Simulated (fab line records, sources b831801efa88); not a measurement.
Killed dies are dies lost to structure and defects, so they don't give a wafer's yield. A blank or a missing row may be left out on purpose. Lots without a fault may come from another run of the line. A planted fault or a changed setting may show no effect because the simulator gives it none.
Tool commonality check | flow gf180mcu | 13 lots, 39 wafers sampled

WHY IT WAS OPENED
At GF_STI_CD_MEAS_12 the reading cd_nm is flagged on 2 of 13 lots. Wafers without a fault read 219.9 nm, standard deviation 1.4.
Rule: a lot is flagged when every wafer of it that has a number lies more than 4 standard deviations from that mean, or none has a number. The other lots count as sound.

lot  | measured    | on        | cd_nm (nm), wafer by wafer | flag
L482 | day 2 02:18 | cd_sem-01 | 218.8 219.0 218.9          |
L485 | day 2 17:23 | cd_sem-01 | 218.3 217.8 219.3          |
L486 | day 2 21:59 | cd_sem-02 | 220.1 221.3 221.5          |
L487 | day 3 02:50 | cd_sem-02 | 220.8 219.6 219.1          |
L488 | day 3 07:34 | cd_sem-02 | 220.2 220.2 220.6          |
L490 | day 3 18:37 | cd_sem-01 | 219.0 220.8 220.2          |
L493 | day 4 10:44 | cd_sem-02 | 214.2 213.8 213.7          | FLAGGED
L495 | day 5 00:50 | cd_sem-02 | 217.8 218.4 219.5          |
L496 | day 5 01:34 | cd_sem-01 | 221.3 221.8 219.7          |
L497 | day 5 06:56 | cd_sem-01 | 213.6 213.2 213.5          | FLAGGED
L500 | day 5 21:56 | cd_sem-02 | 221.2 221.2 221.7          |
L503 | day 6 14:19 | cd_sem-02 | 222.9 222.5 222.6          |
L505 | day 7 01:44 | cd_sem-01 | 220.9 220.3 221.1          |
The numbers of the flagged lots are 213.7 nm on average: -6.2 nm against the usual, or -4 standard deviations.

WHICH TOOL RAN EACH LOT
The record holds 1 process step before the reading, out of a route of 602 steps. In each cell: the tool, then ch and the chambers that the sampled wafers went through, then the start.
lot  | flag    | GF_STI_PEB_10
L482 |         | litho_track-04 ch 0, day 2 01:59
L485 |         | litho_track-03 ch 0, day 2 17:02
L486 |         | litho_track-01 ch 0, day 2 21:40
L487 |         | litho_track-01 ch 0, day 3 02:31
L488 |         | litho_track-01 ch 0, day 3 07:13
L490 |         | litho_track-01 ch 0, day 3 18:16
L493 | FLAGGED | litho_track-01 ch 0, day 4 10:25
L495 |         | litho_track-04 ch 0, day 5 00:29
L496 |         | litho_track-03 ch 0, day 5 01:13
L497 | FLAGGED | litho_track-01 ch 0, day 5 06:37
L500 |         | litho_track-04 ch 0, day 5 21:35
L503 |         | litho_track-03 ch 0, day 6 13:58
L505 |         | litho_track-03 ch 0, day 7 01:23
What these steps do:
- GF_STI_PEB_10: peb time 90 s.
- GF_STI_CD_MEAS_12: target cd 220 nm.

FLAGGED OVER TOTAL, TOOL BY TOOL (the gauges that took the reading come last)
step              | tool           | lots run | flagged | share of the flagged lots | sound lots run after its first flagged lot
GF_STI_PEB_10     | litho_track-01 | 6        | 2       | all                       | 0
GF_STI_PEB_10     | litho_track-03 | 4        | 0       | none                      | -
GF_STI_PEB_10     | litho_track-04 | 3        | 0       | none                      | -
GF_STI_CD_MEAS_12 | cd_sem-01      | 6        | 1       | some                      | 1 (L505)
GF_STI_CD_MEAS_12 | cd_sem-02      | 7        | 1       | some                      | 3 (L495,L500,L503)

WHAT THE TABLE ALLOWS
1 row of the table ran every flagged lot: litho_track-01 at GF_STI_PEB_10.
- litho_track-01 at GF_STI_PEB_10: 2 of its 6 lots flagged. Its last sound lot is L490 (day 3 18:16), its first flagged lot L493 (day 4 10:25): a fault that began between those two fits. Its own readings lie more than 4 standard deviations out on every wafer of the flagged lots: heater_power_total_W, plate_temp_C.
One tool is left: litho_track-01 at GF_STI_PEB_10.

WHAT THE SIMULATOR HAD PUT IN
Process parameter drift: litho_track-01, from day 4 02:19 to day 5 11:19, at GF_STI_PEB_10. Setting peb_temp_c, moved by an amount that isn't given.
Lots struck among those shown: L493, L497. The rule above found the same.
